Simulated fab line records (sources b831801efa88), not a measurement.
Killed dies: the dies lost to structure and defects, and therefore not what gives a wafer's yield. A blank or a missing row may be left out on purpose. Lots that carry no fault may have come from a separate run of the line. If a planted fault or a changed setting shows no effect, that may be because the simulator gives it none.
fab line records	flow sky130
record: lots: 6	wafers: 18	last-day: 50
route steps=708 shown PWDE@52 NWELL@56 PAD_OPEN@708
lots that met no fault: from a run of the same line without faults
start-h: hours from the record's opening day to when the first of the lot's shown wafers began	wait-h: hours elapsed since this lot's preceding step	" the same as in the row above	L1.1+2: a single row standing in for several wafers	- no value present, or no start provided	* or withheld: withheld	< > ~ a bound
route shown NAME@n: names a module that has steps shown in the file, with the first one's number in the route	usual: average and standard deviation across the fault-free wafers	same: alike in all rows	chamber/n: place in a boat	sites: per-site readings	_std_site: standard deviation across them	_edge_site: outer sites' mean less inner sites'	radius-mm: how far each site lies from the wafer's centre	mask NAME#n: copy n	behind: the most recent tool/chamber to have shaped the wafer	hold: why the lot went on hold/how many hours it stayed there/how the hold came to an end	device: the n, p or np transistor that did not switch	end of line: tests run on the same wafers once the route is complete	step lacking rows: just its recipe	killed: the dies lost at the first sort to structure and to defects; this is not the yield of the wafer	map: shows each die of a wafer: x if killed, . if not, _ if none is there
set.NAME: the setting that was run; set.NAME@STEP: the one run at that earlier step	model.NAME: the simulator's own value behind a step, which no gauge read
lots at selected steps of the route; one table per step, one row per wafer
services: from which hour (start-h, from the record's first day; less than 0 if before it) a tool's chamber was out of use, for how many hours, and why
== steps ==
step: SKY_PWDE_OVL_MEAS_07
usual: PWDE_OVL: -0.1/1.6
lot.wafer	tool	chamber	start-h	wait-h	PWDE_OVL[nm]
L844.2	overlay-01	-	77.71	-	0.3
L844.3	"	-	"	"	0.0
L844.6	"	-	"	"	-0.1
L848.2	overlay-02	-	98.62	-	0.0
L848.4	"	-	"	"	-1.0
L848.6	"	-	"	"	1.4
L858.3	overlay-02	-	153.77	-	-0.8
L858.5	"	-	"	"	1.4
L858.6	"	-	"	"	0.0
L860.1	overlay-02	-	163.95	-	1.3
L860.3	"	-	"	"	1.2
L860.4	"	-	"	"	1.8
L863.2	overlay-02	-	178.66	-	0.1
L863.3	"	-	"	"	-1.8
L863.6	"	-	"	"	0.2
L865.1	overlay-02	-	192.55	-	1.0
L865.3	"	-	"	"	2.5
L865.5	"	-	"	"	2.5
step: SKY_PWDE_IMPLANT_08
recipe: species: B	energy-kev: 150	dose-cm2: 3.6e+12	tilt-deg: withheld
step: SKY_PWDE_STRIP_09
recipe: chemistry: O2/N2	power-w: 1400	pressure-mtorr: 1500	platen-temp-c: withheld	o2-flow-sccm: 3000	n2-flow-sccm: 300	overash-fraction: 0.5
usual: drypump-motor-current-A: 6.0/0.37	oes-product-au: 0.723/0.0049	strip-time-to-endpoint-s: 36.92/0.11
lot.wafer	tool	chamber	start-h	wait-h	drypump-motor-current-A	oes-product-au	rf-hours-counter-h	strip-time-to-endpoint-s
L844.2	plasma-asher-03	1	77.89	0.1	6.4	0.725	37	37.05
L844.3	"	0	"	"	5.6	0.722	-	36.94
L844.6	"	1	"	"	6.4	0.720	-	37.02
L848.2	plasma-asher-03	1	98.80	0.1	6.4	0.722	39	36.70
L848.4	"	0	"	"	5.6	0.731	-	36.71
L848.6	"	1	"	"	6.4	0.725	-	36.62
L858.3	plasma-asher-03	1	153.97	0.1	6.4	0.719	-	37.09
L858.5	"	1	"	"	6.4	0.714	-	36.94
L858.6	"	0	"	"	5.7	0.715	-	37.00
L860.1	plasma-asher-03	0	164.14	0.1	5.7	0.715	46	36.82
L860.3	"	0	"	"	5.7	0.728	-	36.75
L860.4	"	1	"	"	6.4	0.725	-	36.74
L863.2	plasma-asher-03	0	178.84	0.1	5.7	0.713	48	36.93
L863.3	"	1	"	"	6.4	0.726	-	36.94
L863.6	"	0	"	"	5.7	0.721	-	36.78
L865.1	plasma-asher-04	0	192.74	0.1	6.4	0.731	39	36.82
L865.3	"	1	"	"	5.8	0.725	-	36.82
L865.5	"	0	"	"	6.4	0.713	-	36.71
step: SKY_PWDE_TW_MEAS_10
usual: PWDE_TW: 374.7/1.6
lot.wafer	tool	chamber	start-h	wait-h	PWDE_TW
L844.2	film-metro-03	-	78.00	0.1	376.2
L844.3	"	-	"	"	376.5
L844.6	"	-	"	"	374.6
L848.2	film-metro-01	-	98.91	0.1	375.4
L848.4	"	-	"	"	375.2
L848.6	"	-	"	"	373.7
L858.3	film-metro-01	-	154.06	0.1	374.5
L858.5	"	-	"	"	375.1
L858.6	"	-	"	"	377.5
L860.1	film-metro-03	-	164.24	0.1	375.2
L860.3	"	-	"	"	372.7
L860.4	"	-	"	"	373.5
L863.2	film-metro-02	-	178.95	0.1	374.0
L863.3	"	-	"	"	375.0
L863.6	"	-	"	"	375.1
L865.1	film-metro-02	-	192.84	0.1	377.7
L865.3	"	-	"	"	378.1
L865.5	"	-	"	"	378.0
step: SKY_NWELL_DEHYDRATE_03
recipe: temp-c: 200	time-s: 60
step: SKY_NWELL_HMDS_04
recipe: prime-time-s: 60	prime-temp-c: 120
step: SKY_NWELL_COAT_05
recipe: spin-rpm: 2000	resist-thk-nm: 3000
step: SKY_NWELL_SOFTBAKE_06
recipe: temp-c: 110	time-s: withheld
step: SKY_NWELL_EXPOSE_07
recipe: mask-id: NWM	na: 0.6	source-shape: conventional	sigma-outer: 0.6	polarization: unpolarized	target-cd-nm: 840	dose-mj: 255
step: SKY_NWELL_PEB_08
recipe: temp-c: 115	time-s: withheld
step: SKY_NWELL_DEVELOP_09
recipe: wall-angle-deg: 90	developer: TMAH	develop-time-s: 57.24	dev-temp-c: 23
step: SKY_NWELL_OVL_MEAS_10
usual: NWELL_00_OVL: -0.4/1.2
lot.wafer	tool	chamber	start-h	wait-h	NWELL_00_OVL[nm]
L844.2	overlay-02	-	95.22	-	-1.0
L844.3	"	-	"	"	-1.3
L844.6	"	-	"	"	-0.3
L848.2	overlay-02	-	123.41	-	1.6
L848.4	"	-	"	"	0.1
L848.6	"	-	"	"	1.4
L858.3	overlay-02	-	174.27	-	-1.0
L858.5	"	-	"	"	-0.5
L858.6	"	-	"	"	-1.2
L860.1	overlay-02	-	184.26	-	1.5
L860.3	"	-	"	"	0.8
L860.4	"	-	"	"	1.1
L863.2	overlay-02	-	200.29	-	-0.8
L863.3	"	-	"	"	0.7
L863.6	"	-	"	"	-0.7
L865.1	overlay-02	-	214.56	-	-0.1
L865.3	"	-	"	"	-1.7
L865.5	"	-	"	"	0.0
step: SKY_NWELL_IMPLANT_11
recipe: species: P	energy-kev: 400	dose-cm2: 1.9e+13	tilt-deg: withheld
usual: beam-on-s: 9.98/0.18	dose-ions-cm2: 1.8998e+13/2.1e+10	faraday-current-uA: 107.4/1.9
lot.wafer	tool	chamber	start-h	wait-h	beam-on-s	dose-ions-cm2	faraday-current-uA
L844.2	implanter-03	0	95.27	0.0	9.76	1.8997e+13	109.1
L844.3	"	0	"	"	10.26	1.9009e+13	104.3
L844.6	"	0	"	"	10.32	1.8954e+13	103.6
L848.2	implanter-02	0	123.46	0.0	10.26	1.9012e+13	105.0
L848.4	"	0	"	"	9.97	1.8982e+13	107.1
L848.6	"	0	"	"	9.71	1.8959e+13	109.5
L858.3	implanter-03	0	174.35	0.1	10.23	2.5158e+13	138.4
L858.5	"	0	"	"	10.60	2.5181e+13	135.2
L858.6	"	0	"	"	10.34	2.5192e+13	137.3
L860.1	implanter-03	0	184.30	0.0	10.51	2.5186e+13	134.5
L860.3	"	0	"	"	10.61	2.5201e+13	133.6
L860.4	"	0	"	"	10.59	2.5179e+13	133.5
L863.2	implanter-02	0	200.35	0.0	10.34	1.9017e+13	102.9
L863.3	"	0	"	"	9.83	1.9014e+13	109.2
L863.6	"	0	"	"	10.38	1.8987e+13	103.2
L865.1	implanter-01	0	214.60	0.0	9.83	1.8988e+13	109.1
L865.3	"	0	"	"	9.82	1.8997e+13	109.1
L865.5	"	0	"	"	10.03	1.8995e+13	106.8
step: SKY_NWELL_IMPLANT_12
recipe: species: P	energy-kev: 120	dose-cm2: 1.3e+12	tilt-deg: withheld
step: SKY_NWELL_IMPLANT_13
recipe: species: P	energy-kev: 50	dose-cm2: 7e+11	tilt-deg: withheld
step: SKY_NWELL_STRIP_14
recipe: chemistry: O2/N2	power-w: 1400	pressure-mtorr: 1500	platen-temp-c: withheld	o2-flow-sccm: 3000	n2-flow-sccm: 300	overash-fraction: 0.5
usual: drypump-motor-current-A: 6.1/0.39	oes-product-au: 0.722/0.0044	strip-time-to-endpoint-s: 36.93/0.099
lot.wafer	tool	chamber	start-h	wait-h	drypump-motor-current-A	oes-product-au	rf-hours-counter-h	strip-time-to-endpoint-s
L844.2	plasma-asher-01	0	95.70	0.1	6.7	0.724	40	36.99
L844.3	"	1	"	"	6.4	0.719	-	36.95
L844.6	"	0	"	"	6.7	0.724	-	37.08
L848.2	plasma-asher-04	0	123.89	0.1	6.4	0.723	31	36.96
L848.4	"	0	"	"	6.4	0.721	-	36.95
L848.6	"	1	"	"	5.8	0.718	-	36.86
L858.3	plasma-asher-01	1	174.78	0.1	6.3	0.720	-	36.92
L858.5	"	1	"	"	6.4	0.724	-	36.89
L858.6	"	0	"	"	6.7	0.715	-	36.69
L860.1	plasma-asher-02	1	188.38	0.1	5.4	0.718	3	37.09
L860.3	"	1	"	"	5.4	0.726	-	37.06
L860.4	"	0	"	"	6.0	0.729	-	37.10
L863.2	plasma-asher-01	1	200.77	0.1	6.4	0.720	52	36.98
L863.3	"	1	"	"	6.4	0.727	-	37.06
L863.6	"	1	"	"	6.4	0.719	-	36.90
L865.1	plasma-asher-04	0	215.05	0.1	6.4	0.726	41	37.01
L865.3	"	1	"	"	5.8	0.722	-	36.89
L865.5	"	0	"	"	6.3	0.726	-	36.98
step: SKY_NWELL_TW_MEAS_15
usual: NWELL_TW: 1821/8.4
lot.wafer	tool	chamber	start-h	wait-h	NWELL_TW
L844.2	film-metro-03	-	95.81	0.1	1823
L844.3	"	-	"	"	1822
L844.6	"	-	"	"	1825
L848.2	film-metro-03	-	124.00	0.1	1822
L848.4	"	-	"	"	1809
L848.6	"	-	"	"	1827
L858.3	film-metro-02	-	174.87	0.1	1989
L858.5	"	-	"	"	2002
L858.6	"	-	"	"	1979
L860.1	film-metro-01	-	188.48	0.1	1984
L860.3	"	-	"	"	1973
L860.4	"	-	"	"	1981
L863.2	film-metro-03	-	200.88	0.1	1822
L863.3	"	-	"	"	1816
L863.6	"	-	"	"	1817
L865.1	film-metro-03	-	215.15	0.1	1823
L865.3	"	-	"	"	1816
L865.5	"	-	"	"	1818
step: SKY_NWELL_DEHYDRATE_16
recipe: temp-c: 200	time-s: 60
step: SKY_NWELL_HMDS_17
recipe: prime-time-s: 60	prime-temp-c: 120
step: SKY_NWELL_COAT_18
recipe: spin-rpm: 2000	resist-thk-nm: 3000
step: SKY_NWELL_SOFTBAKE_19
recipe: temp-c: 110	time-s: withheld
step: SKY_NWELL_EXPOSE_20
recipe: mask-id: NWM_COMPLEMENT	na: 0.6	source-shape: conventional	sigma-outer: 0.6	polarization: unpolarized	target-cd-nm: 840	dose-mj: 260
step: SKY_NWELL_PEB_21
recipe: temp-c: 115	time-s: withheld
step: SKY_NWELL_DEVELOP_22
recipe: wall-angle-deg: 90	developer: TMAH	develop-time-s: 60	dev-temp-c: 23
step: SKY_NWELL_OVL_MEAS_23
usual: NWELL_01_OVL: -0.7/1.3
lot.wafer	tool	chamber	start-h	wait-h	NWELL_01_OVL[nm]
L844.2	overlay-01	-	113.54	-	0.2
L844.3	"	-	"	"	1.5
L844.6	"	-	"	"	-0.5
L848.2	overlay-02	-	143.11	-	2.1
L848.4	"	-	"	"	0.0
L848.6	"	-	"	"	-0.6
L858.3	overlay-01	-	196.60	-	0.8
L858.5	"	-	"	"	-0.8
L858.6	"	-	"	"	0.6
L860.1	overlay-02	-	209.61	-	0.1
L860.3	"	-	"	"	0.4
L860.4	"	-	"	"	0.8
L863.2	overlay-02	-	223.09	-	-2.5
L863.3	"	-	"	"	-0.5
L863.6	"	-	"	"	0.2
L865.1	overlay-02	-	237.54	-	-1.7
L865.3	"	-	"	"	-1.9
L865.5	"	-	"	"	-2.7
step: SKY_NWELL_IMPLANT_24
recipe: species: B	energy-kev: 140	dose-cm2: 9.058e+12	tilt-deg: withheld
step: SKY_NWELL_STRIP_25
recipe: chemistry: O2/N2	power-w: 1400	pressure-mtorr: 1500	platen-temp-c: withheld	o2-flow-sccm: 3000	n2-flow-sccm: 300	overash-fraction: 0.5
usual: drypump-motor-current-A: 6.2/0.4	oes-product-au: 0.722/0.0046	strip-time-to-endpoint-s: 36.89/0.1
lot.wafer	tool	chamber	start-h	wait-h	drypump-motor-current-A	oes-product-au	rf-hours-counter-h	strip-time-to-endpoint-s
L844.2	plasma-asher-01	0	113.76	0.1	6.7	0.730	42	37.10
L844.3	"	0	"	"	6.7	0.719	-	36.98
L844.6	"	0	"	"	6.7	0.724	-	36.99
L848.2	plasma-asher-04	0	143.29	0.1	6.4	0.720	33	36.88
L848.4	"	1	"	"	5.8	0.719	-	36.79
L848.6	"	1	"	"	5.8	0.717	-	36.76
L858.3	plasma-asher-02	1	196.81	0.1	5.4	0.722	-	36.83
L858.5	"	0	"	"	6.0	0.731	-	36.85
L858.6	"	1	"	"	5.4	0.729	-	36.73
L860.1	plasma-asher-02	0	209.80	0.1	6.0	0.721	5	37.00
L860.3	"	0	"	"	5.9	0.723	-	36.92
L860.4	"	1	"	"	5.4	0.725	-	36.97
L863.2	plasma-asher-01	0	223.27	0.1	6.7	0.730	54	36.88
L863.3	"	0	"	"	6.7	0.724	-	36.77
L863.6	"	1	"	"	6.4	0.720	-	36.95
L865.1	plasma-asher-04	1	237.72	0.1	5.8	0.722	43	36.83
L865.3	"	1	"	"	5.8	0.728	-	36.91
L865.5	"	1	"	"	5.8	0.717	-	36.86
step: SKY_NWELL_TW_MEAS_26
usual: NWELL_2_TW: 494.8/2.5
lot.wafer	tool	chamber	start-h	wait-h	NWELL_2_TW
L844.2	film-metro-03	-	113.87	0.1	492.4
L844.3	"	-	"	"	493.4
L844.6	"	-	"	"	495.4
L848.2	film-metro-03	-	143.40	0.1	497.4
L848.4	"	-	"	"	493.8
L848.6	"	-	"	"	494.5
L858.3	film-metro-03	-	196.89	0.1	495.4
L858.5	"	-	"	"	495.4
L858.6	"	-	"	"	493.5
L860.1	film-metro-01	-	209.90	0.1	493.5
L860.3	"	-	"	"	497.4
L860.4	"	-	"	"	496.4
L863.2	film-metro-02	-	223.38	0.1	499.0
L863.3	"	-	"	"	499.0
L863.6	"	-	"	"	498.4
L865.1	film-metro-03	-	237.82	0.1	496.8
L865.3	"	-	"	"	491.5
L865.5	"	-	"	"	495.2
step: SKY_NWELL_CLEAN_27
recipe: chemistry: SC1/SC2	mix: 1:4:20	temp-c: 70	time-s: 150	dry: n2-spin
step: SKY_NWELL_RTA_28
recipe: temp-c: 1050	time-s: 30	idle-temp-c: 650	ramp-up-c-per-s: 150	ramp-down-c-per-s: 90	ambient: N2
usual: anneal-temp-c-max: 1054.7/0.99	lamp-power-pct: 25.31/0.055	wafer_temp_C_max: 1055.0/1
lot.wafer	tool	chamber	start-h	wait-h	anneal-temp-c-max	lamp-power-pct	wafer_temp_C_max
L844.2	rtp-anneal-02	0	113.99	0.0	1054.9	25.25	1054.8
L844.3	"	0	"	"	1053.9	25.23	1053.5
L844.6	"	0	"	"	1054.0	25.21	1054.9
L848.2	rtp-anneal-02	0	143.52	0.0	1054.2	25.30	1054.4
L848.4	"	0	"	"	1057.0	25.37	1054.5
L848.6	"	0	"	"	1055.8	25.32	1057.8
L858.3	rtp-anneal-01	0	197.02	0.0	1055.9	25.28	1055.2
L858.5	"	0	"	"	1055.8	25.32	1056.9
L858.6	"	0	"	"	1055.0	25.38	1054.3
L860.1	rtp-anneal-02	0	210.01	0.0	1053.4	25.37	1053.8
L860.3	"	0	"	"	1054.3	25.29	1057.2
L860.4	"	0	"	"	1053.0	25.27	1057.2
L863.2	rtp-anneal-02	0	223.50	0.0	1054.9	25.31	1055.9
L863.3	"	0	"	"	1054.2	25.27	1053.8
L863.6	"	0	"	"	1053.9	25.28	1054.5
L865.1	rtp-anneal-01	0	237.94	0.0	1053.8	25.30	1054.5
L865.3	"	0	"	"	1054.2	25.28	1054.3
L865.5	"	0	"	"	1053.7	25.36	1053.3
step: SKY_NWELL_RS_MEAS_29
recipe: thk-meas-gauge: four-point-probe
usual: NWELL_RS: 625.1/1.4
lot.wafer	tool	chamber	start-h	wait-h	NWELL_RS[ohm/sq]
L844.2	film-metro-03	-	114.09	0.1	625.8
L844.3	"	-	"	"	626.0
L844.6	"	-	"	"	625.1
L848.2	film-metro-01	-	143.62	0.1	627.6
L848.4	"	-	"	"	627.8
L848.6	"	-	"	"	626.5
L858.3	film-metro-02	-	197.13	0.1	537.1
L858.5	"	-	"	"	535.8
L858.6	"	-	"	"	536.4
L860.1	film-metro-01	-	210.11	0.1	538.4
L860.3	"	-	"	"	536.5
L860.4	"	-	"	"	538.5
L863.2	film-metro-02	-	223.60	0.1	625.9
L863.3	"	-	"	"	627.2
L863.6	"	-	"	"	624.6
L865.1	film-metro-02	-	238.04	0.1	625.5
L865.3	"	-	"	"	626.5
L865.5	"	-	"	"	624.9
step: SKY_PAD_OPEN_PROBE_99
usual: killed_at_M0_to_M3: 44/6.8	killed_at_M4_up: 2.9/1.7	killed-at-contacts: 24/5.2	killed-at-front-end: 15/4	killed-at-other: 0.2/0.44	killed-dies: 86/9.9	killed-open: 47/7.9	killed-short: 39/6.3
same: gross-dies: 492	killed-at-back-side: 0
lot.wafer	tool	chamber	start-h	wait-h	killed_at_M0_to_M3	killed_at_M4_up	killed-at-contacts	killed-at-front-end	killed-at-other	killed-dies	killed-open	killed-short	model.etest.nfet_16v.r-on-ohm-um	model.etest.pfet_16v.r-on-ohm-um	model.etest.res-nwell.line-ohm-um	model.etest.res-nwell.rs-ohm-sq	model.etest.tip_p_5v.rs-ohm-sq	model.etest.res-iso-pwell.width-nm	model.etest.res-nwell.width-nm	model.etest.pfet_16v.drive-ua-um
L844.2	prober-02	-	1092.32	0.1	38	6	21	14	0	79	39	40	1.381e+04	1.539e+04	1162	976.5	2877	2683	834.8	243.2
L844.3	prober-02	-	1092.37	0.2	38	1	19	13	0	71	39	31	1.393e+04	1.518e+04	1141	957.2	2881	2666	828	243.6
L844.6	prober-02	-	1092.52	0.2	40	2	26	13	0	81	40	39	1.386e+04	1.514e+04	1139	946.5	2891	2654	828.2	243.8
L848.2	prober-02	-	1118.83	0.1	49	2	27	16	1	95	51	44	1.418e+04	1.532e+04	1140	946.8	2862	2660	835.2	244.9
L848.4	prober-02	-	1118.93	0.2	49	2	29	14	0	94	57	37	1.409e+04	1.503e+04	1114	926.3	2851	2653	832.6	245.4
L848.6	prober-02	-	1119.03	0.2	45	1	31	11	0	88	53	35	1.426e+04	1.561e+04	1143	953.8	2854	2640	841.5	240
L858.3	prober-02	-	1167.15	0.2	50	0	24	16	0	90	49	40	1.307e+04	1.57e+04	945.4	802.4	2928	2629	843.7	233.1
L858.5	prober-02	-	1167.25	0.2	43	0	20	16	0	79	45	34	1.301e+04	1.555e+04	943.8	799.2	2914	2644	851.2	233.5
L858.6	prober-02	-	1167.30	0.2	49	2	25	9	0	85	46	39	1.306e+04	1.581e+04	965.2	824.5	2939	2641	855.8	231.5
L860.1	prober-02	-	1175.29	0.1	47	4	19	8	0	78	47	31	1.313e+04	1.627e+04	925.5	803.3	2920	2633	861.7	222.4
L860.3	prober-02	-	1175.39	0.2	44	2	19	11	0	76	45	31	1.298e+04	1.59e+04	925.4	781.9	2914	2627	851.8	225.9
L860.4	prober-02	-	1175.44	0.2	46	1	23	11	0	81	48	33	1.28e+04	1.544e+04	880.4	755.8	2918	2627	852.7	233.2
L863.2	prober-01	-	1190.35	0.1	51	1	19	20	0	91	50	41	1.412e+04	1.522e+04	1223	998.8	2859	2677	818.2	242.6
L863.3	prober-01	-	1190.40	0.2	41	3	22	15	0	81	43	38	1.402e+04	1.537e+04	1228	992.8	2854	2682	809.1	243.2
L863.6	prober-01	-	1190.55	0.2	46	2	25	22	1	96	49	47	1.43e+04	1.548e+04	1239	1000	2848	2685	815.6	241.5
L865.1	prober-01	-	1198.24	0.1	55	4	27	10	0	96	59	37	1.412e+04	1.528e+04	1152	947.3	2830	2671	822.9	241.2
L865.3	prober-01	-	1198.34	0.2	37	3	24	17	0	81	47	34	1.395e+04	1.506e+04	1129	929	2817	2667	822.9	246.6
L865.5	prober-01	-	1198.44	0.2	50	4	22	15	0	91	57	34	1.397e+04	1.479e+04	1116	916.9	2829	2663	823.6	250.2
killed by level:class
L844.2 LI_CONTACT:geometric-particle:open=7 CONTACT:geometric-particle:short=6 CONTACT:geometric-particle:open=6 VIA2:geometric-particle:open=6 METAL1:geometric-particle:short=5 VIA1:geometric-particle:short=5 VIA1:geometric-particle:open=5 METAL2:geometric-particle:short=5
L844.3 VIA1:geometric-particle:open=11 CONTACT:geometric-particle:open=7 VIA3:geometric-particle:open=7 FIELD_ISO:geometric-particle:short=5 METAL1:geometric-particle:short=5 VIA2:geometric-particle:open=5 POLY_GATE:geometric-particle:short=4 LOCAL_INTERCONNECT:geometric-particle:short=4
L844.6 CONTACT:geometric-particle:open=10 VIA1:geometric-particle:open=8 VIA1:geometric-particle:short=8 LI_CONTACT:geometric-particle:open=7 VIA3:geometric-particle:open=6 VIA3:geometric-particle:short=6 POLY_GATE:geometric-particle:short=4 CONTACT:geometric-particle:short=4
L848.2 LI_CONTACT:geometric-particle:open=10 METAL2:geometric-particle:short=10 VIA3:geometric-particle:open=8 VIA2:geometric-particle:open=7 VIA1:geometric-particle:open=7 CONTACT:geometric-particle:open=6 FIELD_ISO:geometric-particle:open=5 METAL3:geometric-particle:short=5
L848.4 VIA1:geometric-particle:open=15 FIELD_ISO:geometric-particle:open=8 LI_CONTACT:geometric-particle:open=8 LOCAL_INTERCONNECT:geometric-particle:short=7 CONTACT:geometric-particle:open=7 VIA2:geometric-particle:open=7 FIELD_ISO:geometric-particle:short=5 METAL1:geometric-particle:short=5
L848.6 VIA1:geometric-particle:open=15 CONTACT:geometric-particle:open=13 LI_CONTACT:geometric-particle:open=7 LOCAL_INTERCONNECT:geometric-particle:short=6 METAL2:geometric-particle:short=6 VIA1:geometric-particle:short=5 VIA3:geometric-particle:open=4 FIELD_ISO:geometric-particle:open=3
L858.3 VIA1:geometric-particle:open=13 LI_CONTACT:geometric-particle:open=10 CONTACT:geometric-particle:open=7 METAL1:geometric-particle:short=7 METAL2:geometric-particle:short=6 VIA2:geometric-particle:short=5 VIA2:geometric-particle:open=5 POLY_GATE:geometric-particle:open=4
L858.5 POLY_GATE:geometric-particle:open=7 VIA1:geometric-particle:open=7 METAL1:geometric-particle:short=6 VIA2:geometric-particle:open=6 VIA1:geometric-particle:short=5 LOCAL_INTERCONNECT:geometric-particle:open=4 VIA3:geometric-particle:open=4 CONTACT:geometric-particle:open=4
L858.6 CONTACT:geometric-particle:open=11 VIA1:geometric-particle:open=9 METAL1:geometric-particle:short=7 VIA2:geometric-particle:short=7 POLY_GATE:geometric-particle:open=6 METAL2:geometric-particle:short=6 LI_CONTACT:geometric-particle:open=5 VIA3:geometric-particle:open=5
L860.1 VIA1:geometric-particle:open=10 CONTACT:geometric-particle:open=9 VIA2:geometric-particle:open=7 VIA3:geometric-particle:open=7 LI_CONTACT:geometric-particle:open=5 METAL1:geometric-particle:short=5 METAL2:geometric-particle:short=5 FIELD_ISO:geometric-particle:short=3
L860.3 CONTACT:geometric-particle:open=10 VIA1:geometric-particle:open=9 VIA3:geometric-particle:open=8 METAL1:geometric-particle:short=6 METAL2:geometric-particle:short=6 VIA2:geometric-particle:short=4 FIELD_ISO:geometric-particle:open=3 FIELD_ISO:geometric-particle:short=3
L860.4 CONTACT:geometric-particle:open=11 VIA3:geometric-particle:open=10 VIA1:geometric-particle:open=10 LOCAL_INTERCONNECT:geometric-particle:short=6 VIA3:geometric-particle:short=6 VIA1:geometric-particle:short=5 VIA2:geometric-particle:open=5 FIELD_ISO:geometric-particle:open=3
L863.2 VIA1:geometric-particle:open=13 FIELD_ISO:geometric-particle:open=8 VIA2:geometric-particle:open=8 LI_CONTACT:geometric-particle:open=7 VIA3:geometric-particle:short=7 CONTACT:geometric-particle:open=7 POLY_GATE:geometric-particle:short=6 VIA1:geometric-particle:short=5
L863.3 VIA3:geometric-particle:open=10 LI_CONTACT:geometric-particle:open=8 VIA3:geometric-particle:short=7 VIA1:geometric-particle:open=6 POLY_GATE:geometric-particle:short=5 POLY_GATE:geometric-particle:open=5 CONTACT:geometric-particle:open=5 VIA1:geometric-particle:short=5
L863.6 CONTACT:geometric-particle:open=10 VIA3:geometric-particle:open=9 POLY_GATE:geometric-particle:open=7 VIA2:geometric-particle:short=7 FIELD_ISO:geometric-particle:short=6 METAL1:geometric-particle:short=6 VIA1:geometric-particle:open=6 VIA2:geometric-particle:open=6
L865.1 VIA1:geometric-particle:open=15 VIA3:geometric-particle:open=10 LI_CONTACT:geometric-particle:open=9 VIA2:geometric-particle:open=8 CONTACT:geometric-particle:open=6 CONTACT:geometric-particle:short=6 METAL1:geometric-particle:short=6 FIELD_ISO:geometric-particle:open=5
L865.3 VIA2:geometric-particle:open=10 LI_CONTACT:geometric-particle:open=8 POLY_GATE:geometric-particle:open=6 VIA1:geometric-particle:open=6 FIELD_ISO:geometric-particle:short=5 CONTACT:geometric-particle:open=5 CONTACT:geometric-particle:short=5 VIA3:geometric-particle:open=5
L865.5 VIA1:geometric-particle:open=14 CONTACT:geometric-particle:open=10 POLY_GATE:geometric-particle:open=8 VIA3:geometric-particle:open=7 LI_CONTACT:geometric-particle:open=6 VIA1:geometric-particle:short=6 VIA2:geometric-particle:open=6 METAL2:geometric-particle:short=4
== services ==
tool	chamber	start-h	hours	kind
plasma-asher-03	-	64.17	4.1	repair
implanter-02	-	68.58	1.7	repair
implanter-02	-	84.18	3.6	pm
rtp-anneal-02	-	89.28	2.9	pm
implanter-03	-	99.62	4.1	pm
plasma-asher-02	-	108.75	9.0	pm
plasma-asher-02	0	108.75	9.0	vent-cycle
plasma-asher-02	1	108.75	9.0	vent-cycle
implanter-03	-	112.71	1.0	repair
plasma-asher-02	0	117.75	-	clean
plasma-asher-02	1	117.75	-	clean
plasma-asher-02	-	137.60	43.3	pm
implanter-02	-	144.27	5.5	repair
plasma-asher-04	-	151.43	0.7	repair
implanter-01	-	174.64	0.7	repair
implanter-03	-	184.67	3.1	repair
plasma-asher-01	-	205.14	2.2	repair
implanter-01	-	205.65	5.2	pm
implanter-01	-	219.23	9.8	pm
== key ==
first-sign: step: SKY_NWELL_IMPLANT_11	reading: dose-ions-cm2	direction: up	sigmas: 99+	usual: *	struck: *
effect: step: SKY_NWELL_IMPLANT_11	reading: faraday-current-uA	direction: up	sigmas: 15	usual: 107.4	struck: 135.4
effect: step: SKY_NWELL_TW_MEAS_15	reading: NWELL_TW	direction: up	sigmas: 19	usual: 1821	struck: 1985
effect: step: SKY_NWELL_RS_MEAS_29	reading: NWELL_RS	direction: down	sigmas: 61	usual: 625.1	struck: 537.1
model-effect: step: SKY_PAD_OPEN_PROBE_99	value: etest.nfet_16v.r-on-ohm-um	without: 1.409e+04	struck: 1.301e+04
met-at SKY_NWELL_IMPLANT_11
struck-wafers L858.3,L858.5,L858.6,L860.1,L860.3,L860.4
tester-left-out L858,L860
onset-between 95.27 174.35
fault: kind: process-parameter-drift	tool: implanter-03	chamber: -	onset-h: 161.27	steps: SKY_NWELL_IMPLANT_11	channel: dose-cm2	offset: *	shape: step	end-h: 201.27	acts-in: *	stated: *
tester-left-out: of these lots the tester's yield and bins aren't shown, on N5 and GAA mostly nor the transistor test; their killed dies are dies lost to structure and defects alone, not to doping, threshold or leakage, so they don't give the yield
